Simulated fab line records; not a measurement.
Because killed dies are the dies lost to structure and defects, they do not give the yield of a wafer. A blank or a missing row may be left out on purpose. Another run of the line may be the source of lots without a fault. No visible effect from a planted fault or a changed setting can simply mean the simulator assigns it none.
A lot that was struck, set against a sound lot + flow gf180mcu + 16 out of 602 route steps
Sound: wafers L702.2, L702.3, L702.4. Wafers L706.3, L706.4, L706.5 were the ones struck. Last of all comes the cause.
For every step that has rows: the tool of each side, followed by ch and its chambers, followed by its first start. Under that, the readings that differ: sound wafers + struck wafers + difference of the means + sigmas: that difference in standard deviations of wafers without a fault.
alike: a reading whose means differ by less than 2 such deviations, as well as words and numbers matching on both sides. not compared: withheld readings; readings where some wafer has no value; bounds like >300 that might hide an equal value; numbers whose values overlap and for which the record gives no deviation.
Wherever a step has rows on one side only, a row that says differs or no value, or a row with sigmas, the two part there. Numbers that don't overlap but have no deviation are shown without sigmas and don't part them. A reading that every wafer of one side lacks parts them only if that side has two wafers or more.

first, 2 steps without rows for these wafers: GF_MVPSD_IMPLANT_08; GF_MVPSD_IMPLANT_09.
GF_MVPSD_STRIP_10: strips in O2/N2.
  sound on plasma asher-03 ch 0,1, day 5 18:13; struck on plasma asher-01 ch 0,1, day 6 18:34
  alike: drypump motor current A, heater power w, oes product au, strip time to endpoint s
  not compared: rf hours counter h
GF_MVPSD_TW_MEAS_11:
  sound on film metro-04 at day 5 18:20; struck on film metro-01 at day 6 18:40
  alike: MVPSD_TW
then, 7 steps without rows for these wafers: GF_VT_IMPLANT_DEHYDRATE_00 (time 60 s); GF_VT_IMPLANT_HMDS_01 (prime time 60 s); GF_VT_IMPLANT_COAT_02 (resist thk 1000 nm); GF_VT_IMPLANT_SOFTBAKE_03 (time 60 s); GF_VT_IMPLANT_EXPOSE_04 (exposes mask LVPWELL LV AREA, target cd 600 nm); GF_VT_IMPLANT_PEB_05; GF_VT_IMPLANT_DEVELOP_06 (develop time 60 s).
GF_VT_IMPLANT_OVL_MEAS_07:
  sound on overlay-01 at day 6 09:02; struck on overlay-01 at day 7 10:28
  alike: VT_IMPLANT_OVL
GF_VT_IMPLANT_IMPLANT_08:
  sound on implanter-01 ch 0, day 6 09:05; struck on implanter-02 ch 0, day 7 10:32
| reading                   | sound             | struck            | difference | sigmas |
|---------------------------|-------------------|-------------------|------------|--------|
| implant ion amu           | 49 49 49          | 75 75 75          | +26        |        |
| model.implant.drp nm (nm) | 9.752 9.752 9.752 | 7.212 7.212 7.212 | -2.540     |        |
| model.implant.rp nm (nm)  | 17.48 17.48 17.48 | 15.83 15.83 15.83 | -1.65      |        |
  alike: end station pressure torr
GF_VT_IMPLANT_STRIP_09: strips in O2/N2.
  sound on plasma asher-03 ch 0,1, day 6 09:13; struck on plasma asher-04 ch 0,1, day 7 10:40
  alike: drypump motor current A, heater power w, oes product au, strip time to endpoint s
  not compared: rf hours counter h
GF_VT_IMPLANT_TW_MEAS_10:
  sound on film metro-01 at day 6 09:20; struck on film metro-03 at day 7 10:59
| reading       | sound       | struck      | difference | sigmas |
|---------------|-------------|-------------|------------|--------|
| VT_IMPLANT_TW | 569 568 568 | 933 940 934 | +367       | +55    |
  not compared: hold
GF_PASSIVATION_PROBE_99:
  sound wafers here have rows in the record (prober-01, day 30 08:08); struck ones have none

WHERE THEY PART
First at GF_VT_IMPLANT_TW_MEAS_10; last, within this record, at GF_PASSIVATION_PROBE_99.

WHY: the cause the simulator had injected
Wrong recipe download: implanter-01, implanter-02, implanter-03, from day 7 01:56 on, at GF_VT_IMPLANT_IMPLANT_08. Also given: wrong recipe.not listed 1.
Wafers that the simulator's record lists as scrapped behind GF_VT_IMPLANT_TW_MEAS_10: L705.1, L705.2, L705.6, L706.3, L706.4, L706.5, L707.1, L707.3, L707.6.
